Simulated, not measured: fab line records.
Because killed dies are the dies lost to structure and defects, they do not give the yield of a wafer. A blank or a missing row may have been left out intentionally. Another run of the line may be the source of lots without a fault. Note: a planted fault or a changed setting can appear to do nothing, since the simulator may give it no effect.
Which of the tools did it? -- flow sky130 -- 42 wafers from 14 lots sampled at 2 of the route's 708 steps

== WHAT THE GAUGES READ, wafer by wafer ==
No reading from a measuring or inspecting step in the record can be judged against a usual standard deviation.

== WHAT TOOL EACH LOT RAN ON (gives the tool, then ch and the chambers of the sampled wafers, and finally the start) ==
lot,SKY_METAL3_ETCH_16,SKY_PAD_OPEN_PROBE_99
L349,"rie_metal-04 ch 0,1, day 38 19:43",-
L353,"rie_metal-01 ch 0,1, day 40 05:55",-
L355,"rie_metal-01 ch 0,1, day 40 15:46","prober-02, day 47 14:19"
L356,"rie_metal-01 ch 0,1, day 41 02:37","prober-01, day 47 21:26"
L361,"rie_metal-04 ch 0, day 42 15:01",-
L364,"rie_metal-02 ch 0,1, day 43 11:43","prober-01, day 49 17:43"
L363,"rie_metal-02 ch 0,1, day 43 13:51",-
L366,"rie_metal-04 ch 0,1, day 43 23:55",-
L365,"rie_metal-04 ch 1, day 44 03:28","prober-02, day 50 07:38"
L367,"rie_metal-04 ch 0,1, day 44 10:19",-
L368,"rie_metal-01 ch 0,1, day 44 13:59",-
L369,"rie_metal-02 ch 0,1, day 44 17:59",-
L370,"rie_metal-02 ch 0,1, day 44 22:20",-
L371,"rie_metal-01 ch 0,1, day 45 02:04",-
- SKY_METAL3_ETCH_16: etches BARC in N2/H2, stops on SiO2, time 88.2 s, target depth 60 nm.
- SKY_PAD_OPEN_PROBE_99

== AS READ BY THE TOOLS THEMSELVES (means over the sampled wafers that have a number; for cases with no such wafer, the mark the record gives instead) ==
SKY_METAL3_ETCH_16.
lot,tool,bias_w (W),drypump_motor_current_A (A),oes_product_au (a.u.),throttle_valve_pct (%)
L349,rie_metal-04,99.82,5.7,0.628,13.202
L353,rie_metal-01,100.20,6.1,0.621,13.199
L355,rie_metal-01,101.50,6.1,0.623,13.206
L356,rie_metal-01,101.50,6.1,0.629,13.212
L361,rie_metal-04,99.91,5.4,0.627,13.206
L364,rie_metal-02,100.07,6.3,0.624,13.206
L363,rie_metal-02,99.89,6.3,0.627,13.204
L366,rie_metal-04,100.40,5.6,0.628,13.207
L365,rie_metal-04,100.40,5.8,0.626,13.192
L367,rie_metal-04,99.71,5.7,0.623,13.211
L368,rie_metal-01,99.82,6.1,0.626,13.203
L369,rie_metal-02,100.06,6.1,0.628,13.200
L370,rie_metal-02,99.90,6.3,0.625,13.205
L371,rie_metal-01,99.55,6.1,0.630,13.206

SKY_PAD_OPEN_PROBE_99.
lot,tool,defect_limited_yield (%),killed_at_M0_to_M3,killed_at_M4_up,killed_at_contacts,killed_at_front_end,killed_at_other,killed_dies,killed_on_rim,killed_open,killed_short,sort_bin_3_pad_short (%),sort_bin_5_function (%),sort_bin_6_memory (%),sort_n_pass,sort_yield_pct (%)
L355,prober-02,84.0,40,2.0,22,15,0.0,79,18,41,37,0.7,9.6,5.6,413,84.0
L356,prober-01,81.6,45,4.7,28,12,0.3,90,16,43,46,0.7,10.5,7.1,402,81.6
L364,prober-01,84.3,43,3.7,22,9,0.0,77,15,44,34,0.5,9.6,5.6,415,84.3
L365,prober-02,84.1,44,3.0,21,9,1.0,78,15,39,39,1.3,9.1,5.5,414,84.1

== THE ANSWER, worked out from the rows above alone ==
Rule: the usual values come from the lots themselves. The widest of any qualifying gaps counts: lots, ordered by their means at a reading, are off when they make up no more than a third of the lots, leave a main group of 4 or more, and stand apart from it by 3 or more times the standard deviation of that group's means. If all means in a main group match to the digits the tables above print for the reading, that group is not used. A lot without any number at a reading at which 4 lots or more have one is off too. Any other lot the step has rows for is counted as sound. Order of review: gauges by route order, followed by the tools' own readings, for which a lot's mean as printed above is used. The first step at which some lot is off is used, and at that step the reading that is off furthest; a lot without a number counts as furthest.
Off: L355, L356, at SKY_METAL3_ETCH_16 (bias_w). The main group has a mean of 99.98 W with a standard deviation of 0.25.
If a tool, at that step or one of the process steps before it, ran each lot that is off and ran no sound lot following the first of them, it fits. None of those tried fits.

== WHAT WAS PUT IN BY THE SIMULATOR ==
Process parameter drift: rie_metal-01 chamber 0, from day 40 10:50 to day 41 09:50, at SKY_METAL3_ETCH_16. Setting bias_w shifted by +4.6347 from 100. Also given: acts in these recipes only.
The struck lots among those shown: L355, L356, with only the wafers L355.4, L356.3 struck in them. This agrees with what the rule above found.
